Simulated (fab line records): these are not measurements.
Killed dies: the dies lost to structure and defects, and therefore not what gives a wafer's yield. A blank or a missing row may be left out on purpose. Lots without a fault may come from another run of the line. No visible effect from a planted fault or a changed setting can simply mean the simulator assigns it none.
Struck lot and sound lot, side by side / flow sky130 / 14 steps out of a route of 708
Sound: these wafers, L841.1, L841.2, L841.5. Wafers struck: L848.4, L848.5, L848.6. At the end, the cause is stated.
For every step that has rows: the tool of each side, followed by ch and its chambers, followed by its first start. Under that, the readings that differ: sound wafers / struck wafers / difference of the means / sigmas: that difference in standard deviations of wafers without a fault.
alike: readings whose means differ by less than 2 such deviations, and words and numbers that are the same on both sides. not compared: withheld readings, readings that some wafer has no value for, bounds like >300 that may hide the same value, and numbers for which the record gives no deviation and whose values overlap.
The two part at a step that has a row with sigmas, a row that says differs or no value, or rows on one side only. When numbers do not overlap yet have no deviation, they are printed without sigmas and do not part them. A reading that every wafer of one side lacks parts them only if that side has two wafers or more.

first, 1 step without rows for these wafers: SKY_SONOS_ONO_WET_ETCH_16 (etches SiO2 in dHF, target depth 14 nm, time 280 s).
SKY_SONOS_ONO_STRIP_17: strips in O2/N2.
  sound on plasma asher-02 ch 0,1, day 13 11:57; struck on plasma asher-03 ch 0,1, day 15 16:24
  alike: drypump motor current A, oes product au, strip time to endpoint s
  not compared: rf hours counter h
then, 3 steps without rows for these wafers: SKY_SONOS_ONO_WET_ETCH_18 (etches Si3N4 in H3PO4, target depth 15 nm, time 172 s); SKY_GATE_OXIDE_CLEAN_00 (cleans in SC1/SC2, time 150 s); SKY_GATE_OXIDE_OXIDATION_01 (stabilise 600 s, purge 300 s, target thk 10.268 nm).
SKY_GATE_OXIDE_THK_MEAS_02:
  struck on film metro-02, day 15 20:25; sound on film metro-01, day 13 15:41
  alike: GATE_OXIDE_OXIDATION_00_THK
then, 6 steps without rows for these wafers: SKY_GATE_OXIDE_DEHYDRATE_03 (time 60 s); SKY_GATE_OXIDE_HMDS_04 (prime time 60 s); SKY_GATE_OXIDE_COAT_05 (resist thk 1140 nm); SKY_GATE_OXIDE_SOFTBAKE_06 (time 60 s); SKY_GATE_OXIDE_EXPOSE_07 (exposes mask LVOM, target cd 600 nm); SKY_GATE_OXIDE_PEB_08.
SKY_GATE_OXIDE_DEVELOP_09: develop time 60 s.
  sound on litho track-02 ch 0, day 14 17:29; struck on litho track-02, day 17 00:13
  no value came back on the struck wafers for chill plate temp C (C), develop time s (s), developer temp C (C); on the sound wafers chill plate temp C (C) reads 23.04 22.93 23.10
SKY_GATE_OXIDE_OVL_MEAS_10:
  struck on overlay-01, day 17 00:19; sound on overlay-02, day 14 17:38
reading=GATE_OXIDE_OVL (nm); sound=1.7 -0.9 1.3; struck=- - -; difference=no value on the struck wafers; sigmas=

## WHERE THEY PART
At SKY_GATE_OXIDE_DEVELOP_09 first; at SKY_GATE_OXIDE_OVL_MEAS_10 last (within this record only).

WHY: what the simulator had put in
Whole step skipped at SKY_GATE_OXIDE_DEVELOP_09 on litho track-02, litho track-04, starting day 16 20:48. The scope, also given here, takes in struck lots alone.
